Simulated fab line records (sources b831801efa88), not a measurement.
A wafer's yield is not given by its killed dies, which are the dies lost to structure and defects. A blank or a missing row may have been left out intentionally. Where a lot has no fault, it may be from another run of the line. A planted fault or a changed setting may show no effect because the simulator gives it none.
A single fault, viewed from 2 desks | flow gf180mcu | each desk has only its own numbers; what lay behind them comes last

== DESK OF THE TOOL OWNER: cvd-w-01 ==
The tool's own readings at GF_V5_CVD_23 (deposits W, target thk 350 nm, time 104.9 s): means of the sampled wafers that have a number, for each lot that ran on this tool. If a lot's mean is further than 4 standard deviations from the usual mean, the lot is out of limits and carries the mark OUT (the distance appears in the brackets).
Columns: A = heater-power-w at GF_V5_CVD_23, usual 859 W
lot  | first seen here | A
L935 | day 27 11:33    | 824
L936 | day 27 13:13    | 906
L938 | day 28 08:42    | 816
L946 | day 30 21:53    | 974
This desk's finding: nothing out of limits on any of the 4 lots.

== METROLOGY DESK ==
Means of the sampled wafers that have a number, per lot and without regard to the tool the lot ran on: this is what the gauges read. If a lot's mean is further than 4 standard deviations from the usual mean, the lot is out of limits and carries the mark OUT (the distance appears in the brackets).
Columns: A = V4_OVL at GF_V4_OVL_MEAS_15, usual -2 nm; B = V5_CVD_02_THK at GF_V5_THK_MEAS_03, usual 1443 nm; C = V5_W_RS at GF_V5_RS_MEAS_24, usual 0.327 ohm/sq; D = V5_W_THK at GF_V5_THK_MEAS_25, usual 344 nm
lot  | first seen here | A   | B    | C               | D
L935 | day 24 16:12    | -0  | 1430 | 0.324           | 347
L936 | day 24 17:51    | -0  | 1462 | 0.328           | 346
L937 | day 25 13:47    | -9  | 1445 | 0.325           | 344
L938 | day 25 14:35    | -6  | 1438 | 0.326           | 344
L939 | day 25 18:35    | -16 | 1442 | 0.325           | 343
L940 | day 26 02:06    | 2   | 1442 | 0.324           | 344
L946 | day 28 09:19    | -4  | 1434 | 0.265 (-19) OUT | 454 (+30) OUT
L951 | day 29 12:14    | -6  | 1429 | 0.335           | 333
L957 | day 31 01:00    | -5  | 1458 | 0.329           | 342
This desk's finding: out of limits on L946; first on L946, day 30 21:59 (V5_W_RS at GF_V5_RS_MEAS_24). In limits: L935, L936, L937, L938, L939, L940, L951, L957.

== BROUGHT TOGETHER ==
At day 30 21:59 the metrology desk could have sounded an alarm, on L946.
Nothing out of limits was seen by the tool owner's desk.
The tool owner's desk has L946 on record, within its limits.
All the named lots went through GF_V5_CVD_23 on cvd-w-01.

== WHAT HAD BEEN PUT IN BY THE SIMULATOR ==
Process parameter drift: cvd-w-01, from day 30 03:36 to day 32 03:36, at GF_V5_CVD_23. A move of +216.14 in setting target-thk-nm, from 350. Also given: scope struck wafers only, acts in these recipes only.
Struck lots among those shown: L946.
Time in hours between the start of the fault and the first out-of-limits reading at each desk: metrology desk, 18.
